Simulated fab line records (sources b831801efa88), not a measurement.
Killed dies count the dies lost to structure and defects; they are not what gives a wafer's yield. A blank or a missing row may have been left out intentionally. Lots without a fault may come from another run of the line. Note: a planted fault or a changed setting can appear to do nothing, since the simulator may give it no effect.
A struck lot beside a sound one || flow gf180mcu || 14 steps out of a route of 602
Sound: wafers L853.1, L853.3, L853.5. Struck: wafers L868.1, L868.3, L868.4. The cause comes at the end.
At each step with rows: each side's tool, then ch and its chambers, then its first start. Under that, the readings that differ: sound wafers || struck wafers || difference of the means || sigmas: that difference in standard deviations of wafers without a fault.
alike: readings whose means differ by less than 2 such deviations, and words and numbers that are the same on both sides. not compared: withheld readings, readings that some wafer has no value for, bounds like >300 that may hide the same value, and numbers for which the record gives no deviation and whose values overlap.
The two part at a step that has a row with sigmas, a row that says differs or no value, or rows on one side only. Non-overlapping numbers with no deviation appear without sigmas and do not part them. A reading that every wafer of one side lacks parts them only if that side has two wafers or more.

first, 1 step without rows for these wafers: GF_V1_CVD_00 (deposits SiO2, target thk 600 nm, time 100 s).
GF_V1_THK_MEAS_01:
  struck on film metro-04, day 23 07:55; sound on film metro-03, day 17 06:26
  alike: V1_CVD_00_THK
GF_V1_CVD_02: deposits SiO2 from TEOS, target thk 850 nm, time 94.851 s.
  sound on pecvd-03 ch 1,2, day 17 06:30; struck on pecvd-03 ch 0,2, day 23 07:59
  alike: heater power w
  not compared: since wet clean h
GF_V1_THK_MEAS_03:
  struck on film metro-03, day 23 08:03; sound on film metro-04, day 17 06:34
  alike: V1_CVD_02_THK
GF_V1_CMP_04: polishes SiO2.
  sound on cmp-01 ch 1,2,3, day 17 06:37; struck on cmp-02 ch 1,2,3, day 23 08:07
  alike: motor current A, time to endpoint s
GF_V1_BOW_MEAS_05:
  struck on film metro-03, day 23 08:25; sound on film metro-02, day 17 06:55
  alike: V1_BOW
then, 6 steps without rows for these wafers: GF_V1_DEHYDRATE_06 (time 60 s); GF_V1_HMDS_07 (prime time 60 s); GF_V1_COAT_08; GF_V1_COAT_09 (resist thk 1000 nm); GF_V1_SOFTBAKE_10 (time 60 s); GF_V1_EXPOSE_11 (exposes mask Via1, target cd 260 nm).
GF_V1_PEB_12: peb time 90 s.
  sound on litho track-04 ch 0, day 18 07:09; struck on litho track-04, day 24 07:18
  no value came back on the struck wafers for chill plate temp C (C), exhaust pa (Pa); on the sound wafers chill plate temp C (C) reads 22.89 23.00 22.97
then, 1 step without rows for these wafers: GF_V1_DEVELOP_13 (develop time 60 s).

WHERE THEY PART
Only at GF_V1_PEB_12, as far as this record shows.

WHY: whatever the simulator had introduced
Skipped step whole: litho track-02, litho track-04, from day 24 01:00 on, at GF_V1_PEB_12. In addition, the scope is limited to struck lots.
